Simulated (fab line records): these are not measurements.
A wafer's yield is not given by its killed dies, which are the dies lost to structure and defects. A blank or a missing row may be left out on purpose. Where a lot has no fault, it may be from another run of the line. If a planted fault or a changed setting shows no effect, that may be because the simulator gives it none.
Which tool did it? | flow sky130 | 18 wafers from 6 lots sampled at 2 of the route's 708 steps

== WHAT THE GAUGES READ, wafer by wafer ==
SKY_LDD_P_CD_MEAS_07: target cd 380 nm.
lot  | measured     | on        | cd_nm (nm)
L259 | day 19 20:07 | cd_sem-02 | 378.0 379.3 382.6
L262 | day 21 03:06 | cd_sem-01 | - - -
L270 | day 24 06:07 | cd_sem-01 | 382.2 382.5 383.7
L272 | day 26 10:56 | cd_sem-02 | 380.5 380.9 382.8
L275 | day 26 11:28 | cd_sem-02 | 378.9 377.9 374.5
L278 | day 26 21:05 | cd_sem-01 | 377.6 378.5 379.1

== TOOL THAT RAN EACH LOT (tool first, then ch and the chambers of the sampled wafers, then the start) ==
lot  | SKY_LDD_P_EXPOSE_04
L259 | iline_stepper-01 ch 0, day 19 05:12
L262 | iline_stepper-01 ch 0, day 20 11:52
L270 | iline_stepper-01 ch 0, day 23 15:52
L272 | iline_stepper-02 ch 0, day 25 20:34
L275 | iline_stepper-02 ch 0, day 25 21:23
L278 | iline_stepper-01 ch 0, day 26 07:21
- SKY_LDD_P_EXPOSE_04: exposes mask PSDM, target cd 380 nm.

== THE ANSWER, worked out from the rows above alone ==
Rule: the lots themselves supply what counts as usual. The widest of any qualifying gaps counts: lots, ordered by their means at a reading, are off when they make up no more than a third of the lots, leave a main group of 4 or more, and stand apart from it by 3 or more times the standard deviation of that group's means. A main group whose means are all the same, to the digits that the tables above print for the reading, isn't used. Also off: a lot with no number at a reading for which 4 or more lots have one. The other lots that the step has rows for count as sound.
Off at SKY_LDD_P_CD_MEAS_07 (cd_nm): L262. Without a number there: L262. The main group has a mean of 379.9 nm with a standard deviation of 2.
A tool fits if, at a process step before that reading, it ran every lot that is off, and no sound lot after the first of them. Those tools and the gauges at SKY_LDD_P_CD_MEAS_07 are tried in the same way. Of those tried, none fits.

== WHAT THE SIMULATOR HAD INSERTED ==
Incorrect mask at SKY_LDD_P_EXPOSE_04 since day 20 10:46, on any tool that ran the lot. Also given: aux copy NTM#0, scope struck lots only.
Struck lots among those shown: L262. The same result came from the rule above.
